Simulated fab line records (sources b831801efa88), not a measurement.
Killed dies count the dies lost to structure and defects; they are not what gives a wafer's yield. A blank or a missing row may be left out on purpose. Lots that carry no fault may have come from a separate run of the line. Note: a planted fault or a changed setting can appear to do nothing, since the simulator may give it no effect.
Shared-tool check -- flow gf180mcu -- 42 wafers sampled across 14 lots

== WHY IT WAS OPENED ==
Of 14 lots, 2 have the reading LVPWELL_TW flagged at GF_LVPWELL_TW_MEAS_11. Fault-free wafers read 560, with a standard deviation of 4.9.
Rule: a lot is flagged when every wafer of it that has a number lies more than 4 standard deviations from that mean, or none has a number. All remaining lots are regarded as sound.

lot,measured,on,"LVPWELL_TW, wafer by wafer",flag
L261,day 4 00:40,film_metro-04,550 551 551,
L263,day 4 16:10,film_metro-03,562 563 561,
L262,day 4 16:52,film_metro-03,559 563 566,
L264,day 4 16:53,film_metro-04,552 549 552,
L265,day 4 23:01,film_metro-03,564 561 560,
L266,day 5 07:41,film_metro-03,567 562 567,
L269,day 5 15:47,film_metro-03,565 564 562,
L268,day 5 16:43,film_metro-04,554 556 559,
L270,day 6 00:22,film_metro-03,562 564 562,
L274,day 6 20:03,film_metro-03,341 344 342,FLAGGED
L275,day 7 06:53,film_metro-03,344 344 345,FLAGGED
L278,day 7 18:31,film_metro-03,565 567 565,
L282,day 8 19:28,film_metro-03,562 560 562,
L284,day 9 05:22,film_metro-03,562 563 558,
The numbers of the flagged lots are 343 on average: -217 against the usual, or -44 standard deviations.

== TOOL THAT RAN EACH LOT ==
3 process steps preceding the reading are held in the record, out of 602 steps in the route. In each cell: the tool, then ch and the chambers that the sampled wafers went through, then the start.
lot,flag,GF_STI_ETCH_13,GF_DNWELL_STRIP_08,GF_LVPWELL_IMPLANT_08
L261,,"rie_diel-02 ch 0,2,3, day 2 03:02","plasma_asher-02 ch 0,1, day 2 22:42","implanter-01 ch 0, day 4 00:16"
L263,,"rie_diel-01 ch 0,2,3, day 2 14:23","plasma_asher-03 ch 0,1, day 3 14:14","implanter-01 ch 0, day 4 15:46"
L262,,"rie_diel-02 ch 0,3, day 2 06:28","plasma_asher-04 ch 0,1, day 3 14:24","implanter-04 ch 0, day 4 16:28"
L264,,"rie_diel-02 ch 0,2,3, day 2 19:52","plasma_asher-03 ch 0,1, day 3 14:35","implanter-01 ch 0, day 4 16:29"
L265,,"rie_diel-02 ch 1,2, day 3 02:24","plasma_asher-03 ch 0,1, day 3 19:38","implanter-01 ch 0, day 4 22:37"
L266,,"rie_diel-03 ch 1,2, day 3 09:59","plasma_asher-03 ch 0,1, day 4 03:56","implanter-03 ch 0, day 5 07:17"
L269,,"rie_diel-03 ch 0,1,2, day 3 18:10","plasma_asher-03 ch 0,1, day 4 12:05","implanter-01 ch 0, day 5 15:25"
L268,,"rie_diel-01 ch 0,1,2, day 3 18:48","plasma_asher-04 ch 0,1, day 4 12:33","implanter-04 ch 0, day 5 16:21"
L270,,"rie_diel-01 ch 1,2, day 4 01:38","plasma_asher-04 ch 0,1, day 4 19:29","implanter-01 ch 0, day 5 23:58"
L274,FLAGGED,"rie_diel-03 ch 0,2, day 4 19:21","plasma_asher-03 ch 1, day 5 13:48","implanter-01, day 6 19:39"
L275,FLAGGED,"rie_diel-01 ch 0,1, day 5 05:35","plasma_asher-03 ch 0,1, day 6 01:06","implanter-03, day 7 06:30"
L278,,"rie_diel-02 ch 1,3, day 5 16:02","plasma_asher-03 ch 0,1, day 6 11:19","implanter-03 ch 0, day 7 18:07"
L282,,"rie_diel-01 ch 1,3, day 6 13:32","plasma_asher-02 ch 0,1, day 7 10:04","implanter-03 ch 0, day 8 19:05"
L284,,"rie_diel-03 ch 1,2,3, day 7 00:10","plasma_asher-02 ch 0, day 7 20:27","implanter-01 ch 0, day 9 04:58"
What is done by these steps:
- GF_STI_ETCH_13: etches the open film in CHF3/O2, stops on Si, target depth 282.31 nm, time 112.9 s.
- GF_DNWELL_STRIP_08: strips in O2/N2.
- GF_LVPWELL_IMPLANT_08
- GF_LVPWELL_TW_MEAS_11

== FLAGGED AGAINST TOTAL, ONE TOOL AT A TIME (gauges that did the reading follow at the end) ==
step,tool,lots run,flagged,share of the flagged lots,sound lots run after its first flagged lot
GF_STI_ETCH_13,rie_diel-01,5,1,some,1 (L282)
GF_STI_ETCH_13,rie_diel-02,5,0,none,-
GF_STI_ETCH_13,rie_diel-03,4,1,some,1 (L284)
GF_DNWELL_STRIP_08,plasma_asher-02,3,0,none,-
GF_DNWELL_STRIP_08,plasma_asher-03,8,2,all,1 (L278)
GF_DNWELL_STRIP_08,plasma_asher-04,3,0,none,-
GF_LVPWELL_IMPLANT_08,implanter-01,8,1,some,1 (L284)
GF_LVPWELL_IMPLANT_08,implanter-03,4,1,some,"2 (L278,L282)"
GF_LVPWELL_IMPLANT_08,implanter-04,2,0,none,-
GF_LVPWELL_TW_MEAS_11,film_metro-03,11,2,all,"3 (L278,L282,L284)"
GF_LVPWELL_TW_MEAS_11,film_metro-04,3,0,none,-

== WHAT THE TABLE PERMITS ==
Every flagged lot went through 2 rows of the table: plasma_asher-03 at GF_DNWELL_STRIP_08 and film_metro-03 at GF_LVPWELL_TW_MEAS_11.
- plasma_asher-03 at GF_DNWELL_STRIP_08 ran 8 lots, 2 of them flagged. Sound lots ran on it after the first flagged one (L278), which a lasting fault on the whole tool wouldn't allow.
- film_metro-03 at GF_LVPWELL_TW_MEAS_11 ran 11 lots, 2 of them flagged. Sound lots ran on it after the first flagged one (L278, L282, L284), which a lasting fault on the whole tool wouldn't allow.
Every row of the table either missed a flagged lot or ran a sound lot after the first.

== WHAT WAS PUT IN BY THE SIMULATOR ==
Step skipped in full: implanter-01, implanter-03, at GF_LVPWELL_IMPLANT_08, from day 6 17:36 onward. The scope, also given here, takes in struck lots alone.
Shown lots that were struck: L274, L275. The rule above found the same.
